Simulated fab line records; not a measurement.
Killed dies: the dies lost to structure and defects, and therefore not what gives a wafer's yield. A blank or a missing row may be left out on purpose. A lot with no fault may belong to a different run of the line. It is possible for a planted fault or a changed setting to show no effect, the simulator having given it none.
The tool behind it: which one? + flow gf180mcu + Sampling: 24 lots, 72 wafers, 5 of 602 route steps

== WHAT THE GAUGES READ, wafer by wafer ==
GF_M2_OVL_MEAS_15. Usual: M2_OVL 3 nm, standard deviation 4.8.
| lot  | measured     | on         | M2_OVL (nm) | flag |
|------|--------------|------------|-------------|------|
| L074 | day 19 04:53 | overlay-01 | -1 3 2      |      |
| L075 | day 19 11:02 | overlay-02 | 4 3 -2      |      |
| L076 | day 19 18:11 | overlay-02 | -3 -5 -4    |      |
| L077 | day 20 09:47 | overlay-01 | 1 1 -1      |      |
| L078 | day 20 13:35 | overlay-02 | 8 10 6      |      |
| L079 | day 21 04:30 | overlay-02 | 11 1 5      |      |
| L080 | day 21 16:23 | overlay-01 | 10 9 6      |      |
| L081 | day 21 20:29 | overlay-01 | 7 2 8       |      |
| L082 | day 22 06:05 | overlay-01 | 1 2 5       |      |
| L083 | day 22 18:17 | overlay-01 | -4 -1 -5    |      |
| L084 | day 22 23:32 | overlay-01 | 4 8 8       |      |
| L085 | day 23 00:54 | overlay-01 | -1 7 2      |      |
| L086 | day 23 15:44 | overlay-02 | 3 1 3       |      |
| L087 | day 23 23:35 | overlay-01 | -2 -1 0     |      |
| L088 | day 24 16:32 | overlay-01 | 8 5 11      |      |
| L089 | day 24 19:17 | overlay-01 | -6 5 5      |      |
| L090 | day 24 20:14 | overlay-01 | -6 -7 1     |      |
| L091 | day 25 15:59 | overlay-01 | 3 7 0       |      |
| L092 | day 25 22:47 | overlay-01 | -5 2 3      |      |
| L093 | day 26 12:53 | overlay-01 | -3 14 3     |      |
| L094 | day 26 13:38 | overlay-02 | 4 9 2       |      |
| L095 | day 26 18:05 | overlay-02 | 1 1 7       |      |
| L096 | day 27 05:02 | overlay-02 | 0 2 15      |      |
| L097 | day 27 07:23 | overlay-01 | 2 5 5       |      |

GF_M4_RS_MEAS_05: uses a four-point probe to measure. Usual: M4_ALCU_RS 0.0696 ohm/sq, standard deviation 0.0011.
| lot  | measured     | on            | M4_ALCU_RS (ohm/sq)  | flag |
|------|--------------|---------------|----------------------|------|
| L074 | day 22 10:14 | film-metro-01 | 0.0712 0.0707 0.0696 |      |
| L075 | day 22 17:16 | film-metro-01 | 0.0699 0.0684 0.0688 |      |
| L076 | day 22 23:59 | film-metro-02 | 0.0678 0.0669 0.0682 |      |
| L077 | day 23 14:40 | film-metro-02 | 0.0688 0.0681 0.0691 |      |
| L078 | day 23 18:40 | film-metro-04 | 0.0699 0.0701 0.0712 |      |
| L079 | day 24 08:08 | film-metro-04 | 0.0710 0.0714 0.0713 |      |
| L080 | day 24 19:08 | film-metro-02 | 0.0689 0.0692 0.0693 |      |
| L081 | day 25 02:20 | film-metro-02 | 0.0709 0.0712 0.0694 |      |
| L082 | day 25 07:05 | film-metro-02 | 0.0690 0.0692 0.0700 |      |
| L083 | day 25 18:37 | film-metro-01 | 0.0683 0.0690 0.0690 |      |
| L084 | day 25 23:34 | film-metro-01 | 0.0687 0.0684 0.0693 |      |
| L085 | day 26 01:31 | film-metro-02 | 0.0679 0.0689 0.0684 |      |
| L086 | day 26 15:44 | film-metro-04 | 0.0691 0.0683 0.0683 |      |
| L087 | day 26 22:28 | film-metro-04 | 0.0687 0.0705 0.0704 |      |
| L088 | day 27 14:37 | film-metro-02 | 0.0700 0.0708 0.0707 |      |
| L089 | day 27 16:25 | film-metro-01 | 0.0709 0.0702 0.0695 |      |
| L090 | day 27 16:38 | film-metro-02 | 0.0701 0.0701 0.0696 |      |
| L091 | day 28 11:26 | film-metro-02 | 0.0715 0.0697 0.0707 |      |
| L092 | day 28 17:23 | film-metro-02 | 0.0700 0.0705 0.0695 |      |
| L093 | day 29 05:43 | film-metro-02 | 0.0709 0.0715 0.0714 |      |
| L094 | day 29 07:01 | film-metro-02 | 0.0716 0.0696 0.0693 |      |
| L095 | day 29 11:19 | film-metro-04 | 0.0672 0.0671 0.0672 |      |
| L096 | day 29 21:05 | film-metro-04 | 0.0701 0.0713 0.0703 |      |
| L097 | day 29 22:57 | film-metro-02 | 0.0689 0.0697 0.0697 |      |

GF_V4_THK_MEAS_03. Usual: V4_CVD_02_THK 852 nm, standard deviation 11.
| lot  | measured     | on            | V4_CVD_02_THK (nm) | flag |
|------|--------------|---------------|--------------------|------|
| L074 | day 23 09:43 | film-metro-03 | 854 864 856        |      |
| L075 | day 23 17:29 | film-metro-03 | 866 856 881        |      |
| L076 | day 23 23:40 | film-metro-03 | 868 850 870        |      |
| L077 | day 24 13:29 | film-metro-04 | 843 848 853        |      |
| L078 | day 24 17:58 | film-metro-03 | 840 842 851        |      |
| L079 | day 25 07:01 | film-metro-03 | 833 851 860        |      |
| L080 | day 25 18:01 | film-metro-01 | 848 852 852        |      |
| L081 | day 26 01:06 | film-metro-04 | 854 856 867        |      |
| L082 | day 26 04:20 | film-metro-01 | 832 835 851        |      |
| L083 | day 26 16:28 | film-metro-04 | 839 844 863        |      |
| L084 | day 26 21:35 | film-metro-04 | 844 834 853        |      |
| L085 | day 26 23:00 | film-metro-04 | 855 854 855        |      |
| L086 | day 27 12:49 | film-metro-03 | 858 860 862        |      |
| L087 | day 27 19:09 | film-metro-04 | 834 856 845        |      |
| L088 | day 28 11:05 | film-metro-03 | 833 830 836        |      |
| L089 | day 28 12:20 | film-metro-03 | 842 858 859        |      |
| L090 | day 28 13:44 | film-metro-04 | 855 840 864        |      |
| L091 | day 29 06:58 | film-metro-04 | 854 870 861        |      |
| L092 | day 29 13:35 | film-metro-03 | 840 839 851        |      |
| L093 | day 30 01:32 | film-metro-01 | 836 860 863        |      |
| L094 | day 30 02:37 | film-metro-03 | 850 843 844        |      |
| L095 | day 30 06:25 | film-metro-04 | 849 848 849        |      |
| L096 | day 30 15:53 | film-metro-03 | 850 843 862        |      |
| L097 | day 30 18:21 | film-metro-04 | 842 858 855        |      |

GF_M5_CD_MEAS_07 targets a cd of 280 nm. Usual: cd-nm 279.7 nm, standard deviation 1.2.
| lot  | measured     | on        | cd-nm (nm)        | flag |
|------|--------------|-----------|-------------------|------|
| L074 | day 26 05:31 | cd-sem-02 | 278.9 280.0 279.2 |      |
| L075 | day 26 13:05 | cd-sem-01 | 279.6 279.9 277.4 |      |
| L076 | day 26 19:22 | cd-sem-02 | 280.4 281.1 280.2 |      |
| L077 | day 27 06:35 | cd-sem-02 | 282.8 282.3 282.8 |      |
| L078 | day 27 12:02 | cd-sem-02 | 278.7 277.6 279.9 |      |
| L079 | day 27 22:30 | cd-sem-02 | 279.3 279.9 279.5 |      |
| L080 | day 28 08:55 | cd-sem-01 | 279.1 278.1 279.9 |      |
| L081 | day 28 16:01 | cd-sem-01 | 279.9 280.3 281.2 |      |
| L082 | day 28 18:53 | cd-sem-02 | 281.5 280.7 281.0 |      |
| L083 | day 29 05:40 | cd-sem-01 | 279.1 279.6 278.8 |      |
| L084 | day 29 10:58 | cd-sem-02 | 278.9 278.7 278.5 |      |
| L085 | day 29 12:25 | cd-sem-01 | 279.3 279.6 280.3 |      |
| L086 | day 29 23:50 | cd-sem-01 | 281.0 282.0 280.8 |      |
| L087 | day 30 06:52 | cd-sem-01 | 277.5 279.2 279.9 |      |
| L088 | day 30 21:41 | cd-sem-01 | 279.1 280.5 277.6 |      |
| L089 | day 30 23:35 | cd-sem-01 | 280.7 281.1 279.8 |      |
| L090 | day 30 23:41 | cd-sem-01 | 278.3 278.6 280.3 |      |
| L091 | day 31 16:10 | cd-sem-01 | 279.0 278.9 279.4 |      |
| L092 | day 31 22:43 | cd-sem-02 | 279.5 279.9 280.1 |      |
| L093 | day 32 07:28 | cd-sem-02 | 279.4 278.3 278.9 |      |
| L094 | day 32 09:34 | cd-sem-02 | 280.9 281.1 281.2 |      |
| L095 | day 32 13:10 | cd-sem-01 | 277.8 278.7 278.7 |      |
| L096 | day 32 22:37 | cd-sem-02 | 279.8 280.4 279.9 |      |
| L097 | day 32 23:59 | cd-sem-02 | 278.6 277.6 278.7 |      |

== WHAT TOOL EACH LOT RAN ON (gives the tool, then ch and the chambers of the sampled wafers, and finally the start) ==
| lot  | GF_M1_SPUTTER_01             |
|------|------------------------------|
| L074 | pvd-sputter-03, day 16 04:56 |
| L075 | pvd-sputter-03, day 16 09:58 |
| L076 | pvd-sputter-03, day 16 15:13 |
| L077 | pvd-sputter-02, day 17 05:59 |
| L078 | pvd-sputter-03, day 17 11:26 |
| L079 | pvd-sputter-01, day 18 01:14 |
| L080 | pvd-sputter-03, day 18 11:40 |
| L081 | pvd-sputter-03, day 18 16:58 |
| L082 | pvd-sputter-03, day 19 02:35 |
| L083 | pvd-sputter-02, day 19 14:55 |
| L084 | pvd-sputter-01, day 19 21:34 |
| L085 | pvd-sputter-02, day 19 22:25 |
| L086 | pvd-sputter-01, day 20 13:26 |
| L087 | pvd-sputter-01, day 20 22:07 |
| L088 | pvd-sputter-02, day 21 16:18 |
| L089 | pvd-sputter-02, day 21 19:32 |
| L090 | pvd-sputter-03, day 21 22:14 |
| L091 | pvd-sputter-02, day 22 17:55 |
| L092 | pvd-sputter-01, day 23 01:37 |
| L093 | pvd-sputter-03, day 23 15:55 |
| L094 | pvd-sputter-02, day 23 17:10 |
| L095 | pvd-sputter-02, day 23 22:19 |
| L096 | pvd-sputter-02, day 24 09:22 |
| L097 | pvd-sputter-01, day 24 13:07 |
- GF_M1_SPUTTER_01: material TiN, target thk 30 nm, time 25 s.

== AS READ BY THE TOOLS THEMSELVES (means over the sampled wafers that have a number; for cases with no such wafer, the mark the record gives instead) ==
GF_M1_SPUTTER_01. Usual: throttle-valve-pct 30.0 %, standard deviation 1.3.
| lot  | tool           | throttle-valve-pct (%) | flag |
|------|----------------|------------------------|------|
| L074 | pvd-sputter-03 | 27.7                   |      |
| L075 | pvd-sputter-03 | 30.1                   |      |
| L076 | pvd-sputter-03 | 29.1                   |      |
| L077 | pvd-sputter-02 | 30.4                   |      |
| L078 | pvd-sputter-03 | 29.8                   |      |
| L079 | pvd-sputter-01 | 30.7                   |      |
| L080 | pvd-sputter-03 | 29.3                   |      |
| L081 | pvd-sputter-03 | 29.9                   |      |
| L082 | pvd-sputter-03 | 29.0                   |      |
| L083 | pvd-sputter-02 | 30.7                   |      |
| L084 | pvd-sputter-01 | 30.3                   |      |
| L085 | pvd-sputter-02 | 30.9                   |      |
| L086 | pvd-sputter-01 | 29.6                   |      |
| L087 | pvd-sputter-01 | 30.6                   |      |
| L088 | pvd-sputter-02 | 30.4                   |      |
| L089 | pvd-sputter-02 | 30.5                   |      |
| L090 | pvd-sputter-03 | 29.6                   |      |
| L091 | pvd-sputter-02 | 30.4                   |      |
| L092 | pvd-sputter-01 | 29.9                   |      |
| L093 | pvd-sputter-03 | 27.5                   |      |
| L094 | pvd-sputter-02 | 30.3                   |      |
| L095 | pvd-sputter-02 | 30.4                   |      |
| L096 | pvd-sputter-02 | 30.4                   |      |
| L097 | pvd-sputter-01 | 29.8                   |      |

== THE ANSWER, worked out from the rows above alone ==
Rule: a lot is off if the mean of its wafers that have a number lies more than 3 standard deviations from the usual mean. Also off: a lot with no number at a reading for which 4 or more lots have one. The other lots that the step has rows for count as sound. Order of review: gauges by route order, followed by the tools' own readings, for which a lot's mean as printed above is used. The first step at which some lot is off is used, and at that step the reading that is off furthest; a lot without a number counts as furthest.
Nothing can be told from this: no lot is off at any reading shown.

== WHAT THE SIMULATOR HAD INSERTED ==
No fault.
